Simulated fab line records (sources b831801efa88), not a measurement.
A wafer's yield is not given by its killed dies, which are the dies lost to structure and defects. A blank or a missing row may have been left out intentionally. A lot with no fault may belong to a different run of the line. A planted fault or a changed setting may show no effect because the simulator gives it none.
Split-lot trial || flow gf180mcu || route with 602 steps; 5 lots, 23 wafers read

## ON THE SPLIT
At GF_VT_IMPLANT_WET_ETCH_50 (etches SiO2 in dHF, target depth 20 nm, time 400 s), the setting temp-c was moved away from the recipe's 25 C on 15 of the 23 wafers read, by -13.8% to +13.6%. All remaining wafers had this setting at the recipe value.

Reading taken at the split's own step.

## THE READING
SiO2_of_STI_CVD_23.thk-nm (the simulator's own value, which no gauge read), in nm, at GF_VT_IMPLANT_WET_ETCH_50 (etches SiO2 in dHF, target depth 20 nm, time 400 s). The file does not state a usual value for it. Average 377.1 nm, standard deviation 0.47 nm, over the 8 wafers here run with the recipe.

{"wafer": "L074.1", "tool, chamber at the split": "-, -", "temp-c as run, C": 28.41, "against the recipe": "+13.6%", "SiO2_of_STI_CVD_23.thk-nm, nm": 373.2, "against lot-mates on the recipe": "no lot-mate on the recipe"}
{"wafer": "L074.3", "tool, chamber at the split": "-, -", "temp-c as run, C": 28.41, "against the recipe": "+13.6%", "SiO2_of_STI_CVD_23.thk-nm, nm": 374.3, "against lot-mates on the recipe": "no lot-mate on the recipe"}
{"wafer": "L074.4", "tool, chamber at the split": "-, -", "temp-c as run, C": 28.41, "against the recipe": "+13.6%", "SiO2_of_STI_CVD_23.thk-nm, nm": 374.3, "against lot-mates on the recipe": "no lot-mate on the recipe"}
{"wafer": "L074.5", "tool, chamber at the split": "-, -", "temp-c as run, C": 28.41, "against the recipe": "+13.6%", "SiO2_of_STI_CVD_23.thk-nm, nm": 373.6, "against lot-mates on the recipe": "no lot-mate on the recipe"}
{"wafer": "L074.6", "tool, chamber at the split": "-, -", "temp-c as run, C": 28.41, "against the recipe": "+13.6%", "SiO2_of_STI_CVD_23.thk-nm, nm": 375.1, "against lot-mates on the recipe": "no lot-mate on the recipe"}
{"wafer": "L076.1", "tool, chamber at the split": "wet-bench-01, 2", "temp-c as run, C": 25, "against the recipe": "recipe", "SiO2_of_STI_CVD_23.thk-nm, nm": 377.9, "against lot-mates on the recipe": "-"}
{"wafer": "L076.4", "tool, chamber at the split": "wet-bench-01, 2", "temp-c as run, C": 25, "against the recipe": "recipe", "SiO2_of_STI_CVD_23.thk-nm, nm": 377, "against lot-mates on the recipe": "-"}
{"wafer": "L076.5", "tool, chamber at the split": "wet-bench-01, 2", "temp-c as run, C": 25, "against the recipe": "recipe", "SiO2_of_STI_CVD_23.thk-nm, nm": 377, "against lot-mates on the recipe": "-"}
{"wafer": "L080.1", "tool, chamber at the split": "-, -", "temp-c as run, C": 21.54, "against the recipe": "-13.8%", "SiO2_of_STI_CVD_23.thk-nm, nm": 378.9, "against lot-mates on the recipe": "no lot-mate on the recipe"}
{"wafer": "L080.2", "tool, chamber at the split": "-, -", "temp-c as run, C": 21.54, "against the recipe": "-13.8%", "SiO2_of_STI_CVD_23.thk-nm, nm": 379.9, "against lot-mates on the recipe": "no lot-mate on the recipe"}
{"wafer": "L080.4", "tool, chamber at the split": "-, -", "temp-c as run, C": 21.54, "against the recipe": "-13.8%", "SiO2_of_STI_CVD_23.thk-nm, nm": 379, "against lot-mates on the recipe": "no lot-mate on the recipe"}
{"wafer": "L080.5", "tool, chamber at the split": "-, -", "temp-c as run, C": 21.54, "against the recipe": "-13.8%", "SiO2_of_STI_CVD_23.thk-nm, nm": 379.1, "against lot-mates on the recipe": "no lot-mate on the recipe"}
{"wafer": "L080.6", "tool, chamber at the split": "-, -", "temp-c as run, C": 21.54, "against the recipe": "-13.8%", "SiO2_of_STI_CVD_23.thk-nm, nm": 380, "against lot-mates on the recipe": "no lot-mate on the recipe"}
{"wafer": "L083.1", "tool, chamber at the split": "-, -", "temp-c as run, C": 22.77, "against the recipe": "-8.9%", "SiO2_of_STI_CVD_23.thk-nm, nm": 378.3, "against lot-mates on the recipe": "no lot-mate on the recipe"}
{"wafer": "L083.2", "tool, chamber at the split": "-, -", "temp-c as run, C": 22.77, "against the recipe": "-8.9%", "SiO2_of_STI_CVD_23.thk-nm, nm": 378.7, "against lot-mates on the recipe": "no lot-mate on the recipe"}
{"wafer": "L083.3", "tool, chamber at the split": "-, -", "temp-c as run, C": 22.77, "against the recipe": "-8.9%", "SiO2_of_STI_CVD_23.thk-nm, nm": 378.9, "against lot-mates on the recipe": "no lot-mate on the recipe"}
{"wafer": "L083.4", "tool, chamber at the split": "-, -", "temp-c as run, C": 22.77, "against the recipe": "-8.9%", "SiO2_of_STI_CVD_23.thk-nm, nm": 380.6, "against lot-mates on the recipe": "no lot-mate on the recipe"}
{"wafer": "L083.6", "tool, chamber at the split": "-, -", "temp-c as run, C": 22.77, "against the recipe": "-8.9%", "SiO2_of_STI_CVD_23.thk-nm, nm": 380.4, "against lot-mates on the recipe": "no lot-mate on the recipe"}
{"wafer": "L085.1", "tool, chamber at the split": "-, -", "temp-c as run, C": 25, "against the recipe": "recipe", "SiO2_of_STI_CVD_23.thk-nm, nm": 376.6, "against lot-mates on the recipe": "-"}
{"wafer": "L085.2", "tool, chamber at the split": "-, -", "temp-c as run, C": 25, "against the recipe": "recipe", "SiO2_of_STI_CVD_23.thk-nm, nm": 377.1, "against lot-mates on the recipe": "-"}
{"wafer": "L085.4", "tool, chamber at the split": "-, -", "temp-c as run, C": 25, "against the recipe": "recipe", "SiO2_of_STI_CVD_23.thk-nm, nm": 377.6, "against lot-mates on the recipe": "-"}
{"wafer": "L085.5", "tool, chamber at the split": "-, -", "temp-c as run, C": 25, "against the recipe": "recipe", "SiO2_of_STI_CVD_23.thk-nm, nm": 376.4, "against lot-mates on the recipe": "-"}
{"wafer": "L085.6", "tool, chamber at the split": "-, -", "temp-c as run, C": 25, "against the recipe": "recipe", "SiO2_of_STI_CVD_23.thk-nm, nm": 377.5, "against lot-mates on the recipe": "-"}

FIT RESULTS
A straight line over all 23 wafers: SiO2_of_STI_CVD_23.thk-nm changes by -0.204 nm for each +1% of temp-c; r = -0.94; the points scatter about the line by 0.76 nm.
Too few moved wafers with a lot-mate on the recipe to fit a line net of each lot's own level.

## THE FILE'S OWN FIT
SiO2_of_STI_CVD_23.thk-nm changes by -0.205 nm for each +1% of temp-c, r = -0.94.
